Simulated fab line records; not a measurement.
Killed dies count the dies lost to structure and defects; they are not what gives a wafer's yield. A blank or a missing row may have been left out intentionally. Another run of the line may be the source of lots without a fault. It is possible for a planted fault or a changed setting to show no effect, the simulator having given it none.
Chamber matching | flow sfq-line | cmp-01 running SFQ_TRILAYER_I2_CMP_CMP_064: 4 sister chambers
The step polishes SiO2. 4 wafers are shown with their chamber, then 7 later ones without.

## WAFERS PAIRED WITH THEIR CHAMBERS
wafer  | chamber | motor-current-A (A)
L530.2 | 2       | 10.0
L530.6 | 1       | 11.5
L533.1 | 3       | 9.9
L533.2 | 0       | 9.0

## WAFERS MISSING THEIR CHAMBER
wafer  | motor-current-A (A)
L533.6 | 10.1
L536.1 | 12.2
L536.2 | 10.2
L536.4 | 10.1
L538.1 | 10.7
L538.4 | 10.3
L538.5 | 9.9

## CHAMBER TAKEN BY EACH
wafer  | from the rows above          | in truth
L533.6 | can't be placed: 2 or 3      | 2
L536.1 | 1                            | 1
L536.2 | can't be placed: 2 or 3      | 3
L536.4 | can't be placed: 2 or 3      | 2
L538.1 | can't be placed: 2 or 3 or 1 | 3
L538.4 | can't be placed: 2 or 3      | 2
L538.5 | can't be placed: 3 or 2      | 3
Placed correctly: 1 of 7. Not placeable from these rows: 6 (in 6, the candidates include the true chamber). 0 placed wrongly.
How it was worked out, from the rows above alone: a wafer's distance from a chamber is the root of the sum, over the readings, of the square of ((its reading less the chamber's mean) divided by the reading's scatter). If the next closest chamber is less than 2 further off than the closest, the wafer can't be placed; otherwise it belongs to the closest. Each chamber's mean is taken over the wafers shown for it. The scatter: with one shown wafer a chamber, the root of the mean of the squares of how far each hidden wafer lies from its nearest shown one.
